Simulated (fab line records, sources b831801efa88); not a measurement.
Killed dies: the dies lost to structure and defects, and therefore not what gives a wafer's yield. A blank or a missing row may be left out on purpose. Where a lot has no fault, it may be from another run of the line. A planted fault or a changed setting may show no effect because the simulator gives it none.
Which tool was responsible? ; flow sky130 ; 11 lots with 33 wafers sampled at 3 steps, on a route of 708 steps

== WHAT THE GAUGES READ, wafer by wafer ==
SKY_PASSIVATION_THK_MEAS_01. Usual: for PASSIVATION_CVD_00_THK the level is 89.7 nm and the standard deviation is 1.2.
lot;measured;on;PASSIVATION_CVD_00_THK (nm);flag
L226;day 44 07:01;filmMetro-02;89.0 90.3 91.1;
L227;day 44 11:58;filmMetro-02;88.2 91.9 91.0;
L229;day 44 16:50;filmMetro-02;87.4 89.4 87.6;
L231;day 45 09:05;filmMetro-04;90.2 89.2 90.2;
L232;day 45 19:14;filmMetro-02;89.6 86.6 90.9;
L238;day 47 09:52;filmMetro-02;87.6 87.3 89.9;
L239;day 47 12:50;filmMetro-02;88.9 90.7 91.1;
L243;day 48 06:32;filmMetro-03;89.7 88.7 91.9;
L244;day 48 11:11;filmMetro-03;88.9 91.2 90.7;
L247;day 49 06:32;filmMetro-03;90.9 91.1 92.4;
L248;day 49 13:39;filmMetro-04;88.4 86.9 89.8;

== TOOL THAT RAN EACH LOT (tool first, then ch and the chambers of the sampled wafers, then the start) ==
lot;SKY_METAL3_STRIP_19;SKY_METAL5_SPUTTER_00
L226;plasmaAsher-01 ch 0,1, day 39 03:05;pvdSputter-04, day 43 07:56
L227;plasmaAsher-01 ch 0,1, day 39 07:38;pvdSputter-03, day 43 13:37
L229;plasmaAsher-03 ch 0, day 39 12:06;pvdSputter-02, day 43 17:44
L231;plasmaAsher-01 ch 0,1, day 40 06:53;pvdSputter-03, day 44 10:52
L232;plasmaAsher-01 ch 0,1, day 40 20:02;pvdSputter-03, day 44 21:34
L238;plasmaAsher-01 ch 0,1, day 42 14:26;pvdSputter-04, day 46 12:58
L239;plasmaAsher-01 ch 0,1, day 42 18:20;pvdSputter-03, day 46 16:18
L243;plasmaAsher-04 ch 0, day 43 15:54;pvdSputter-04, day 47 10:05
L244;plasmaAsher-03 ch 0,1, day 43 22:11;pvdSputter-02, day 47 15:19
L247;plasmaAsher-03 ch 0,1, day 44 20:29;pvdSputter-02, day 48 11:03
L248;plasmaAsher-01 ch 0,1, day 45 06:56;pvdSputter-04, day 48 19:57
- SKY_METAL3_STRIP_19: strips in O2/N2.
- SKY_METAL5_SPUTTER_00: material Ti, target thk 15 nm, time 10 s.

== WHAT THE TOOLS THEMSELVES READ (means of the sampled wafers that have a number; where no wafer has one, the mark that the record gives instead) ==
SKY_METAL3_STRIP_19. Usual: drypumpMotorCurrentA 5.6 A, standard deviation 0.49; oesProductAu 0.503 a.u., standard deviation 0.0075; stripTimeToEndpointS 6.55 s, standard deviation 0.14.
lot;tool;drypumpMotorCurrentA (A);oesProductAu (a.u.);stripTimeToEndpointS (s);flag
L226;plasmaAsher-01;5.3;0.511;6.78;
L227;plasmaAsher-01;5.7;0.502;6.46;
L229;plasmaAsher-03;5.4;0.497;6.37;
L231;plasmaAsher-01;5.3;0.495;6.39;
L232;plasmaAsher-01;5.3;0.511;6.68;
L238;plasmaAsher-01;5.3;0.499;6.54;
L239;plasmaAsher-01;5.3;0.503;6.47;
L243;plasmaAsher-04;5.9;0.510;6.63;
L244;plasmaAsher-03;5.6;0.500;6.63;
L247;plasmaAsher-03;5.6;0.506;6.54;
L248;plasmaAsher-01;5.3;0.500;6.49;

SKY_METAL5_SPUTTER_00. Usual: throttleValvePct 29.5 %, standard deviation 0.92.
lot;tool;throttleValvePct (%);flag
L226;pvdSputter-04;29.4;
L227;pvdSputter-03;28.7;
L229;pvdSputter-02;30.4;
L231;pvdSputter-03;28.8;
L232;pvdSputter-03;28.8;
L238;pvdSputter-04;29.5;
L239;pvdSputter-03;28.8;
L243;pvdSputter-04;29.4;
L244;pvdSputter-02;30.3;
L247;pvdSputter-02;30.8;
L248;pvdSputter-04;29.2;

== THE ANSWER, worked out from the rows above alone ==
Rule: a lot is off if the mean of its wafers that have a number lies more than 3 standard deviations from the usual mean. A lot without any number at a reading at which 4 lots or more have one is off too. Any other lot the step has rows for is counted as sound. First the gauges in route order, then the tools' own readings, where a lot's mean is used as printed above. At the first step where some lot is off, the reading lying furthest off is the one used; lots without a number count as furthest.
Across all readings shown, no lot is off: no conclusion can be drawn from this.

== WHAT THE SIMULATOR HAD INSERTED ==
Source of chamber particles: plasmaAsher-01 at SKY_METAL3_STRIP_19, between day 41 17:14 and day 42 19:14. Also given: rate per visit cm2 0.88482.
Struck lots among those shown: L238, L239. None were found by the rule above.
